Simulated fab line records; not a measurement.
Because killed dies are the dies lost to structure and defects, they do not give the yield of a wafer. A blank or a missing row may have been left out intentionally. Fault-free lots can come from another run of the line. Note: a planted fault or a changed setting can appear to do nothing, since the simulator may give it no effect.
What tool caused it? | flow sky130 | 39 wafers from 13 lots sampled at 4 of the route's 708 steps

== WHAT THE GAUGES READ, wafer by wafer ==
SKY_SD_P_OVL_MEAS_08.
lot  | measured     | on         | SD_P_OVL (nm)
L408 | day 25 06:02 | overlay-02 | -1.4 -0.5 -0.8
L409 | day 25 15:52 | overlay-01 | -0.3 -1.1 -1.4
L410 | day 26 04:43 | overlay-02 | -0.3 -0.7 -2.0
L413 | day 27 15:28 | overlay-02 | 0.6 0.6 0.1
L414 | day 28 04:30 | overlay-02 | -0.4 1.1 0.9
L421 | day 30 10:01 | overlay-02 | -1.5 -1.0 -1.1
L422 | day 30 10:20 | overlay-02 | -0.5 -0.6 -0.7
L426 | day 32 08:59 | overlay-02 | 1.9 1.2 2.4
L427 | day 32 11:01 | overlay-02 | 2.3 2.4 1.7
L428 | day 32 16:05 | overlay-02 | -1.4 0.0 -2.3
L429 | day 32 19:22 | overlay-02 | 1.3 0.5 0.2
L430 | day 33 03:29 | overlay-01 | -0.2 -0.8 -0.1
L431 | day 33 05:50 | overlay-02 | -0.9 0.3 0.9

SKY_SD_N_OVL_MEAS_08.
lot  | measured     | on         | SD_N_OVL (nm)
L408 | day 27 16:20 | overlay-02 | 1.8 2.5 3.0
L409 | day 28 01:25 | overlay-01 | -0.1 -0.3 -1.1
L410 | day 28 13:52 | overlay-01 | 1.8 -0.7 0.4
L413 | day 30 00:07 | overlay-02 | -1.9 -1.4 -3.1
L414 | day 30 13:29 | overlay-02 | 1.4 0.2 0.3
L421 | day 32 17:10 | overlay-01 | 2.0 1.4 -0.3
L422 | day 32 17:35 | overlay-01 | 0.6 0.0 0.0
L426 | day 34 15:02 | overlay-01 | 2.7 0.9 0.8
L427 | day 34 17:11 | overlay-02 | -0.1 -1.2 -1.2
L428 | day 34 21:26 | overlay-01 | -1.7 -1.4 -2.0
L429 | day 35 00:56 | overlay-01 | 1.8 2.8 1.4
L430 | day 35 08:08 | overlay-02 | 1.3 0.2 1.5
L431 | day 35 10:59 | overlay-02 | -0.6 -0.5 0.1

== EACH LOT AND THE TOOL THAT RAN IT (in order: tool; ch and the chambers of the sampled wafers; start) ==
lot  | SKY_LDD_N_IMPLANT_14            | SKY_POLY_CUT_ETCH_10
L408 | implanter-01 ch 0, day 17 09:52 | rie diel-03 ch 1,2, day 24 00:22
L409 | implanter-04 ch 0, day 18 00:02 | rie diel-02 ch 1,2,3, day 24 10:28
L410 | implanter-03 ch 0, day 18 10:39 | rie diel-04 ch 0,1,3, day 24 23:58
L413 | implanter-04 ch 0, day 19 22:14 | rie diel-04 ch 1,2,3, day 26 10:45
L414 | implanter-04 ch 0, day 20 15:25 | rie diel-04 ch 1,2,3, day 26 23:27
L421 | implanter-03 ch 0, day 23 01:26 | rie diel-04 ch 0,1,2, day 29 06:16
L422 | implanter-04 ch 0, day 23 02:10 | rie diel-04 ch 1,2, day 29 07:35
L426 | implanter-03 ch 0, day 25 04:56 | rie diel-04 ch 1,2,3, day 31 05:52
L427 | implanter-04 ch 0, day 25 06:14 | rie diel-02 ch 2,3, day 31 07:28
L428 | implanter-04 ch 0, day 25 10:56 | rie diel-03 ch 0,1, day 31 12:58
L429 | implanter-03 ch 0, day 25 15:11 | rie diel-04 ch 0,2,3, day 31 16:37
L430 | implanter-03 ch 0, day 25 21:22 | rie diel-04 ch 1,2,3, day 31 23:58
L431 | implanter-04 ch 0, day 26 02:31 | rie diel-02 ch 0,1,3, day 32 03:01
- SKY_LDD_N_IMPLANT_14
- SKY_POLY_CUT_ETCH_10: etches BARC in N2/H2, stops on SiO2, time 45.9 s, target depth 60 nm.

== AS READ BY THE TOOLS THEMSELVES (means over the sampled wafers that have a number; for cases with no such wafer, the mark the record gives instead) ==
SKY_LDD_N_IMPLANT_14.
lot  | tool         | end station pressure torr (Torr) | rotation deg (degrees)
L408 | implanter-01 | 5.05e-06                         | 180.00
L409 | implanter-04 | 4.98e-06                         | 179.99
L410 | implanter-03 | 4.93e-06                         | 179.98
L413 | implanter-04 | 5.05e-06                         | 361.86
L414 | implanter-04 | 5.10e-06                         | 361.84
L421 | implanter-03 | 5.09e-06                         | 180.00
L422 | implanter-04 | 4.94e-06                         | 179.98
L426 | implanter-03 | 5.09e-06                         | 180.02
L427 | implanter-04 | 5.04e-06                         | 180.01
L428 | implanter-04 | 5.54e-06                         | 180.00
L429 | implanter-03 | 5.07e-06                         | 180.01
L430 | implanter-03 | 4.90e-06                         | 180.00
L431 | implanter-04 | 5.10e-06                         | 179.97

SKY_POLY_CUT_ETCH_10.
lot  | tool        | drypump motor current A (A) | oes product au (a.u.) | rf fwd power W (W) | throttle valve pct (%)
L408 | rie diel-03 | 5.9                         | 0.853                 | 494.2              | 13.225
L409 | rie diel-02 | 5.8                         | 0.855                 | 496.1              | 13.226
L410 | rie diel-04 | 5.7                         | 0.855                 | 493.7              | 13.218
L413 | rie diel-04 | 5.5                         | 0.850                 | 493.7              | 13.228
L414 | rie diel-04 | 5.5                         | 0.847                 | 494.3              | 13.226
L421 | rie diel-04 | 5.7                         | 0.850                 | 492.4              | 13.218
L422 | rie diel-04 | 5.5                         | 0.855                 | 494.5              | 13.227
L426 | rie diel-04 | 5.5                         | 0.856                 | 494.9              | 13.225
L427 | rie diel-02 | 5.7                         | 0.859                 | 491.9              | 13.234
L428 | rie diel-03 | 5.7                         | 0.853                 | 491.5              | 13.220
L429 | rie diel-04 | 5.8                         | 0.856                 | 492.7              | 13.232
L430 | rie diel-04 | 5.5                         | 0.850                 | 493.7              | 13.232
L431 | rie diel-02 | 5.7                         | 0.850                 | 496.7              | 13.225

== THE ANSWER, worked out from the rows above alone ==
Rule: what is usual is taken from the lots themselves. The widest of any qualifying gaps counts: lots, ordered by their means at a reading, are off when they make up no more than a third of the lots, leave a main group of 4 or more, and stand apart from it by 3 or more times the standard deviation of that group's means. The tables above print the reading to a certain number of digits; a main group whose means all agree to those digits is not used. A lot without any number at a reading at which 4 lots or more have one is off too. The other lots that the step has rows for count as sound. Order of review: gauges by route order, followed by the tools' own readings, for which a lot's mean as printed above is used. At the first step where some lot is off, the reading lying furthest off is the one used; lots without a number count as furthest.
Off: L413, L414, at SKY_LDD_N_IMPLANT_14 (rotation deg). The main group: mean 180.00 degrees, standard deviation 0.014.
If a tool, at that step or one of the process steps before it, ran each lot that is off and ran no sound lot following the first of them, it fits. Of those tried, none fits.

== WHAT THE SIMULATOR HAD INSERTED ==
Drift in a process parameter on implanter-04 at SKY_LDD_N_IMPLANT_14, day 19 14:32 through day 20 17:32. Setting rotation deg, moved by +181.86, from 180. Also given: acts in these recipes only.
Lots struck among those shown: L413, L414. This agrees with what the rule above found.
